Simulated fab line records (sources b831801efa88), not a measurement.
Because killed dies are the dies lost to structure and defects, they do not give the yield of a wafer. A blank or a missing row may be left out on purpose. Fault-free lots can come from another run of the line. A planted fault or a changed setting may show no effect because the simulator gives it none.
8D (eight disciplines) problem report, filled in by code -- flow sky130 -- the parts of the form that need people (team, actions taken, sign-off) are left out

== 1. THE PROBLEM ==
chamberPressureTorr at SKY_CONTACT_CVD_24 reads a mean of 36.05 Torr on 6 wafers of 2 lots; wafers without a fault read 40.00 Torr with a standard deviation of 0.099. That is -40 standard deviations from the usual mean.
The step: deposits W, target thk 340 nm, time 102.12 s.
Seen first at day 37 00:20 on cvdW-02, wafer L212.1. The record holds 36 wafers of 12 lots with a number at this step. Rule for "out", or "out of limits": more than 4 standard deviations from the usual mean. The rest of the wafers with a number are treated as sound.

== 2. WHAT IT IS AND WHAT IT IS NOT ==
question,is,is not
which readings at this step,chamberPressureTorr,"heaterPowerOuterW, heaterPowerW"
which lots,"L212, L213","L198, L200, L201, L202, L203, L206, L207, L208, L214, L220"
which wafers of those lots,all that have a number,-
read on which tools,cvdW-02,cvdW-01
when,from day 37 00:20,"up to then (24 sound wafers); but 6 sound wafers of L214, L220 came after"

== 3. SUSPECTS, AND WHAT RULES EACH OUT ==
Counting: any tool at a process step up to the reading is kept as a suspect provided that every lot that is out went through it and no sound lot did after the first of them.
- cvdW-02 at SKY_CONTACT_CVD_24 (deposits W, target thk 340 nm, time 102.12 s): kept. It ran every lot that is out, first L212 (day 37 00:20), and no sound lot after that; its last sound lot up to then is L207 (day 35 03:13). Its own readings are out on those wafers: chamberPressureTorr.
The count leaves cvdW-02 at SKY_CONTACT_CVD_24.

== 4. THE CAUSE (what the simulator had put in) ==
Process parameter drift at SKY_CONTACT_CVD_24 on cvdW-02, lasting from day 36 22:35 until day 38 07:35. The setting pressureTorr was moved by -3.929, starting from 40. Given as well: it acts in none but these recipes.
Only this tool survived the counting.

== 5. THE EFFECT CHAIN, in route order ==
Each row: a reading whose mean over the struck wafers that have a number lies more than 3 standard deviations from the usual. Only readings whose record carries a usual standard deviation are examined. hours: median over the lots of the time between each lot's start at the first step of this table that gives one and its start at this step. sigmas: the change, counted in usual standard deviations.
hours,step,reading,usual,on struck wafers,change,sigmas
0,SKY_CONTACT_CVD_24,chamberPressureTorr,40.00 Torr,36.05,-3.95,-40
Process steps it contains:
- SKY_CONTACT_CVD_24: deposits W, target thk 340 nm, time 102.12 s.
Later measuring or inspecting steps at which every struck wafer that the step has a row for has a number for every such reading, and none has moved that far: SKY_CONTACT_RS_MEAS_25, SKY_CONTACT_THK_MEAS_26, SKY_VIA3_OVL_MEAS_13.

== 6. HOW IT WOULD HAVE BEEN CAUGHT EARLIER ==
First out-of-limits reading in this record: day 37 00:20, which is 2 hours after fault onset at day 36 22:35.
